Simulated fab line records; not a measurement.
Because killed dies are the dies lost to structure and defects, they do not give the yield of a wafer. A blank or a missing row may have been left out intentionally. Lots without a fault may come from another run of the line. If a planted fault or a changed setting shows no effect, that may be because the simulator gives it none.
Matching of chambers ; flow sky130 ; 4 sister chambers for SKY_VIA3_ETCH_15 on rieDiel-01
The step etches SiO2 in C4F8/O2/Ar, stops on TiN, target depth 507 nm, time 78 s. 8 wafers are shown with their chamber, then 10 later ones without.

== EACH WAFER AND ITS CHAMBER ==
wafer;chamber;oesProductAu (a.u.)
L074.1;3;0.947
L079.2;1;0.949
L085.1;1;0.935
L087.3;0;0.950
L087.5;3;0.946
L087.6;2;0.949
L091.1;2;0.954
L091.3;0;0.947

== WAFERS WITH NO CHAMBER GIVEN ==
wafer;oesProductAu (a.u.)
L091.6;0.952
L092.1;0.950
L092.2;0.940
L092.6;0.946
L094.4;0.946
L094.5;0.952
L094.6;0.951
L096.1;0.946
L096.4;0.948
L096.6;0.950

== CHAMBER TAKEN BY EACH ==
wafer;from the rows above;in truth
L091.6;can't be placed: 2 or 0 or 3 or 1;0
L092.1;can't be placed: 0 or 2 or 3 or 1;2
L092.2;can't be placed: 1 or 3 or 0 or 2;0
L092.6;can't be placed: 3 or 0 or 1 or 2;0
L094.4;can't be placed: 3 or 0 or 1 or 2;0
L094.5;can't be placed: 2 or 0 or 3 or 1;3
L094.6;can't be placed: 2 or 0 or 3 or 1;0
L096.1;can't be placed: 3 or 0 or 1 or 2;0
L096.4;can't be placed: 0 or 3 or 2 or 1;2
L096.6;can't be placed: 0 or 2 or 3 or 1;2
Correct placement for 0 of the 10. Cannot be placed on the basis of these rows: 10; the candidates contain the true chamber in 10. Wrongly placed: 0.
How it was worked out, from the rows above alone: a wafer's distance from a chamber is the root of the sum, over the readings, of the square of ((its reading less the chamber's mean) divided by the reading's scatter). The wafer belongs to the nearest chamber; if the next one is less than 2 further off, it can't be placed. For every chamber, the mean is computed from those of its wafers that are shown. The scatter: the root of (the sum of the squares of (reading less its chamber's mean) over the shown wafers, divided by (wafers less chambers)).
